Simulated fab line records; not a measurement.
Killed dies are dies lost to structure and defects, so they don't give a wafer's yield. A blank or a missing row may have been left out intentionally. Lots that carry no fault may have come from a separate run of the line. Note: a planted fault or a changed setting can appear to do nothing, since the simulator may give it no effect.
A lot that was struck, set against a sound lot | flow sky130 | 16 steps out of a route of 708
Sound: wafers L721.2, L721.3, L721.5. Wafers struck: L735.3, L735.4, L735.6. At the end, the cause is stated.
Each step with rows lists, per side, the tool, then ch with its chambers, then its first start. Under that, the readings that differ: sound wafers | struck wafers | difference of the means | sigmas: that difference in standard deviations of wafers without a fault.
alike: a reading whose means differ by less than 2 such deviations, as well as words and numbers matching on both sides. not compared: withheld readings; readings where some wafer has no value; bounds like >300 that might hide an equal value; numbers whose values overlap and for which the record gives no deviation.
The two part at a step that has a row with sigmas, a row that says differs or no value, or rows on one side only. Non-overlapping numbers with no deviation appear without sigmas and do not part them. A reading that every wafer of one side lacks parts them only if that side has two wafers or more.

first, 3 steps without rows for these wafers: SKY_SONOS_TUNNEL_EXPOSE_04 (exposes mask TUNM, target cd 410 nm); SKY_SONOS_TUNNEL_PEB_05; SKY_SONOS_TUNNEL_DEVELOP_06 (develop time 60 s).
SKY_SONOS_TUNNEL_CD_MEAS_07 targets a cd of 410 nm.
  sound on cd sem-02, day 13 19:28; struck on cd sem-01, day 18 03:56
  reading    | sound             | struck            | difference | sigmas
  cd nm (nm) | 412.7 412.1 411.0 | 408.9 406.9 405.9 | -4.7       | -2
SKY_SONOS_TUNNEL_OVL_MEAS_08:
  sound on overlay-01, day 13 19:34; struck on overlay-01, day 18 04:02
  alike: SONOS_TUNNEL_OVL
then, 3 steps without rows for these wafers: SKY_SONOS_TUNNEL_IMPLANT_09; SKY_SONOS_TUNNEL_WET_ETCH_10 (etches SiO2 in dHF, target depth 14 nm, time 280 s); SKY_SONOS_TUNNEL_STRIP_11 (strips in SPM, time 600 s).
SKY_SONOS_TUNNEL_TW_MEAS_12:
  sound on film metro-02, day 13 20:01; struck on film metro-02, day 18 04:29
  alike: SONOS_TUNNEL_TW
then, 2 steps without rows for these wafers: SKY_SONOS_TUNNEL_CLEAN_13 (cleans in dHF, time 20 s); SKY_SONOS_ONO_OXIDATION_00 (stabilise 600 s, purge 300 s, target thk 2.6 nm).
SKY_SONOS_ONO_THK_MEAS_01:
  sound on film metro-01, day 13 23:35; struck on film metro-03, day 18 05:54
  alike: SONOS_ONO_OXIDATION_THK
SKY_SONOS_ONO_CVD_02: deposits Si3N4 from DCS/NH3, target thk 10.5 nm, time 180 s.
  sound on lpcvd-02 ch 1, day 14 01:18; struck on lpcvd-02 ch 0, day 18 07:17
  reading                                     | sound             | struck            | difference | sigmas
  zone power upper pct (%)                    | 13.95 14.04 14.00 | 12.98 13.33 13.18 | -0.83      | -3
  model.Si3N4_of_SONOS_ONO_CVD_02.thk nm (nm) | 10.43 10.41 10.45 | 11.3 11.19 11.36  | +0.9       |
  alike: spike tc centre C, spike tc lower C, spike tc upper C, zone power lower pct, zone power top pct
SKY_SONOS_ONO_THK_MEAS_03:
  sound on film metro-01, day 14 02:28; struck on film metro-01, day 18 08:55
  reading                   | sound             | struck            | difference | sigmas
  SONOS_ONO_CVD_02_THK (nm) | 10.42 10.41 10.42 | 11.26 11.18 11.35 | +0.85      | +7
then, 1 step without rows for these wafers: SKY_SONOS_ONO_CVD_04 (deposits SiO2 from SiH4/N2O, target thk 5.7199 nm).
-- here the record skips 32 days between the struck wafers' starts before and after, leaving off in module SONOS_ONO and picking up in module PAD_OPEN (first step shown: number 708 of the route) --
SKY_PAD_OPEN_PROBE_99:
  sound on prober-01, day 47 18:53; struck on prober-02, day 50 14:06
  reading                               | sound                | struck               | difference | sigmas
  model.etest.cap ono.gate log10 a cm2  | -7.945 -7.941 -7.979 | -8.461 -8.367 -8.389 | -0.451     |
  model.etest.cap ono.tox acc nm (nm)   | 12.91 12.85 12.94    | 13.33 13.24 13.26    | +0.38      |
  model.etest.sonos programmed.vt v (V) | 1.421 1.5 1.437      | 1.239 1.34 1.32      | -0.153     |
  model.etest.sonos erased.vt v (V)     | -2.287 -2.27 -2.26   | -2.047 -2.171 -2.111 | +0.163     |
  model.etest.sonos baked.vt v (V)      | 0.9524 0.9327 0.931  | 0.8282 0.8666 0.8406 | -0.0936    |
  alike: killed_at_M0_to_M3, killed_at_M4_up, killed at contacts, killed at front end, killed at other, killed dies, killed open, killed short
  not compared: model.etest.sonos erased.drive ua um, model.etest.cap ono.gate bv v, model.etest.sonos baked.vt less v

## WHERE THEY PART
Last at SKY_SONOS_ONO_THK_MEAS_03 as far as this record goes, first at SKY_SONOS_TUNNEL_CD_MEAS_07. Later steps at which nothing parts them and some readings are alike: SKY_PAD_OPEN_PROBE_99.

WHY: what had been put in by the simulator
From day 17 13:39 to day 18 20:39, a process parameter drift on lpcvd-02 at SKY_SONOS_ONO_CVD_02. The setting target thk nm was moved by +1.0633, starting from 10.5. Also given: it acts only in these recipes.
